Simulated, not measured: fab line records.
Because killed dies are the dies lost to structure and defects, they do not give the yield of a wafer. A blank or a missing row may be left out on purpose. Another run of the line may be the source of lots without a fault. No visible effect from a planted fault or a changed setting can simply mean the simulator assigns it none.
Which tool was responsible?	flow sky130	11 lots with 33 wafers sampled at 5 steps, on a route of 708 steps

## WHAT THE GAUGES READ, wafer by wafer
SKY_LI_CONTACT_CD_MEAS_12: target cd 170 nm. Usual: cd nm 170.1 nm, standard deviation 1.5.
lot	measured	on	cd nm (nm)	flag
L572	day 30 05:58	cd sem-01	168.7 169.4 168.6	
L574	day 31 02:23	cd sem-01	168.4 168.5 170.6	
L576	day 31 15:46	cd sem-02	172.8 169.8 170.3	
L577	day 32 00:11	cd sem-01	171.3 172.2 171.4	
L578	day 32 08:41	cd sem-01	171.5 170.6 170.5	
L580	day 32 20:29	cd sem-01	172.2 171.4 171.6	
L583	day 33 20:40	cd sem-02	169.8 171.4 170.0	
L590	day 36 02:56	cd sem-01	171.4 170.3 169.4	
L592	day 36 12:37	cd sem-01	173.1 173.1 172.8	
L593	day 37 00:16	cd sem-02	168.9 169.0 168.3	
L594	day 37 08:49	cd sem-02	171.1 171.2 170.5	

SKY_CONTACT_BOW_MEAS_05. Usual: for CONTACT_BOW the level is 82 um and the standard deviation is 7.1.
lot	measured	on	CONTACT_BOW (um)	flag
L572	day 31 13:38	film metro-02	81 95 82	
L574	day 32 08:43	film metro-02	65 78 85	
L576	day 32 22:13	film metro-02	78 91 76	
L577	day 33 06:23	film metro-04	83 79 89	
L578	day 33 15:38	film metro-02	78 78 76	
L580	day 34 03:41	film metro-02	90 81 78	
L583	day 35 03:25	film metro-01	83 82 95	
L590	day 37 08:06	film metro-02	77 83 93	
L592	day 37 18:07	film metro-01	82 78 80	
L593	day 38 05:50	film metro-02	74 78 86	
L594	day 38 15:05	film metro-04	77 95 79	

## EACH LOT AND THE TOOL THAT RAN IT (in order: tool; ch and the chambers of the sampled wafers; start)
lot	SKY_LOCAL_INTERCONNECT_SPUTTER_00	SKY_LOCAL_INTERCONNECT_ETCH_13	SKY_LOCAL_INTERCONNECT_STRIP_15
L572	pvd sputter-03, day 30 07:14	rie metal-02 ch 0,1, day 31 12:23	plasma asher-03 ch 0,1, day 31 12:31
L574	pvd sputter-01, day 31 03:41	rie metal-02 ch 1, day 32 07:28	plasma asher-04 ch 0,1, day 32 07:35
L576	pvd sputter-01, day 31 17:05	rie metal-01 ch 0,1, day 32 20:55	plasma asher-03 ch 0,1, day 32 21:02
L577	pvd sputter-02, day 32 01:28	rie metal-02 ch 0,1, day 33 05:05	plasma asher-02 ch 0,1, day 33 05:13
L578	pvd sputter-03, day 32 10:01	rie metal-02 ch 0,1, day 33 14:25	plasma asher-02 ch 0,1, day 33 14:32
L580	pvd sputter-03, day 32 21:49	rie metal-02 ch 0,1, day 34 02:05	plasma asher-03 ch 0,1, day 34 02:13
L583	pvd sputter-02, day 33 22:12	rie metal-02 ch 0,1, day 35 01:43	plasma asher-02 ch 0,1, day 35 01:50
L590	pvd sputter-03, day 36 04:14	rie metal-01 ch 1, day 37 06:49	plasma asher-04 ch 0,1, day 37 06:56
L592	pvd sputter-03, day 36 13:57	rie metal-02 ch 0,1, day 37 16:50	plasma asher-02 ch 0,1, day 37 16:58
L593	pvd sputter-03, day 37 01:35	rie metal-03 ch 0,1, day 38 04:37	plasma asher-02 ch 0,1, day 38 04:44
L594	pvd sputter-01, day 37 10:07	rie metal-02 ch 1, day 38 13:44	plasma asher-02 ch 0,1, day 38 13:56
- SKY_LOCAL_INTERCONNECT_SPUTTER_00: material TiN, target thk 100 nm, time 83.3 s.
- SKY_LOCAL_INTERCONNECT_ETCH_13: etches BARC in N2/H2, stops on SiO2, time 45.9 s, target depth 60 nm.
- SKY_LOCAL_INTERCONNECT_STRIP_15: strips in O2/N2.

## WHAT THE TOOLS THEMSELVES READ (means of the sampled wafers that have a number; where no wafer has one, the mark that the record gives instead)
SKY_LOCAL_INTERCONNECT_SPUTTER_00. Usual: throttle valve pct 29.6 %, standard deviation 1.4.
lot	tool	throttle valve pct (%)	flag
L572	pvd sputter-03	28.2	
L574	pvd sputter-01	29.9	
L576	pvd sputter-01	30.3	
L577	pvd sputter-02	30.5	
L578	pvd sputter-03	29.6	
L580	pvd sputter-03	28.5	
L583	pvd sputter-02	28.6	
L590	pvd sputter-03	27.9	
L592	pvd sputter-03	27.8	
L593	pvd sputter-03	29.1	
L594	pvd sputter-01	30.2	

SKY_LOCAL_INTERCONNECT_ETCH_13. Usual: chamber pressure mTorr 30.001 mTorr, standard deviation 0.027; drypump motor current A 5.4 A, standard deviation 0.42; n2 flow sccm 100.03 sccm, standard deviation 0.28; oes product au 0.854 a.u., standard deviation 0.0049; throttle valve pct 13.225 %, standard deviation 0.0096.
lot	tool	chamber pressure mTorr (mTorr)	drypump motor current A (A)	n2 flow sccm (sccm)	oes product au (a.u.)	throttle valve pct (%)	flag
L572	rie metal-02	30.010	5.6	99.90	0.858	13.233	
L574	rie metal-02	30.012	5.0	99.89	0.856	13.217	
L576	rie metal-01	30.001	5.2	100.06	0.855	13.221	
L577	rie metal-02	30.010	5.7	100.08	0.857	13.229	
L578	rie metal-02	30.026	5.3	99.71	0.852	13.219	
L580	rie metal-02	29.985	5.4	100.25	0.851	13.227	
L583	rie metal-02	30.021	5.3	99.79	0.851	13.229	
L590	rie metal-01	30.003	5.0	99.97	0.853	13.225	
L592	rie metal-02	30.016	5.4	99.95	0.858	13.226	
L593	rie metal-03	30.043	5.4	100.37	0.855	13.226	
L594	rie metal-02	29.961	5.0	100.31	0.852	13.235	

SKY_LOCAL_INTERCONNECT_STRIP_15. Usual: chamber pressure mTorr 1500.1 mTorr, standard deviation 1.3; drypump motor current A 5.7 A, standard deviation 0.3; n2 flow sccm 299.9 sccm, standard deviation 0.91; oes product au 0.427 a.u., standard deviation 0.0042; strip time to endpoint s 4.714 s, standard deviation 0.017.
lot	tool	chamber pressure mTorr (mTorr)	drypump motor current A (A)	n2 flow sccm (sccm)	oes product au (a.u.)	strip time to endpoint s (s)	flag
L572	plasma asher-03	1499.6	5.5	299.3	0.423	4.724	
L574	plasma asher-04	1499.2	5.6	299.4	0.429	4.713	
L576	plasma asher-03	1499.7	5.4	299.3	0.429	4.716	
L577	plasma asher-02	1499.5	5.9	299.0	0.427	4.680	
L578	plasma asher-02	1500.2	5.8	299.1	0.426	4.712	
L580	plasma asher-03	1500.9	5.4	300.6	0.430	4.739	
L583	plasma asher-02	1500.5	5.8	300.2	0.426	4.744	
L590	plasma asher-04	1499.8	5.6	300.1	0.428	4.720	
L592	plasma asher-02	1501.0	5.9	300.2	0.431	4.703	
L593	plasma asher-02	1499.3	5.9	299.7	0.427	4.714	
L594	plasma asher-02	1500.0	5.8	299.5	0.425	4.717	

## THE ANSWER, worked out from the rows above alone
Rule: take the mean of a lot's wafers that have a number; if it is more than 3 standard deviations from the usual mean, the lot is off. A lot without any number at a reading at which 4 lots or more have one is off too. The other lots that the step has rows for count as sound. After the gauges, taken in route order, come the tools' own readings; for these a lot's mean is taken, as printed above. At the first step where some lot is off, the reading lying furthest off is the one used; lots without a number count as furthest.
Nothing can be told from this: no lot is off at any reading shown.

## WHAT THE SIMULATOR HAD PUT IN
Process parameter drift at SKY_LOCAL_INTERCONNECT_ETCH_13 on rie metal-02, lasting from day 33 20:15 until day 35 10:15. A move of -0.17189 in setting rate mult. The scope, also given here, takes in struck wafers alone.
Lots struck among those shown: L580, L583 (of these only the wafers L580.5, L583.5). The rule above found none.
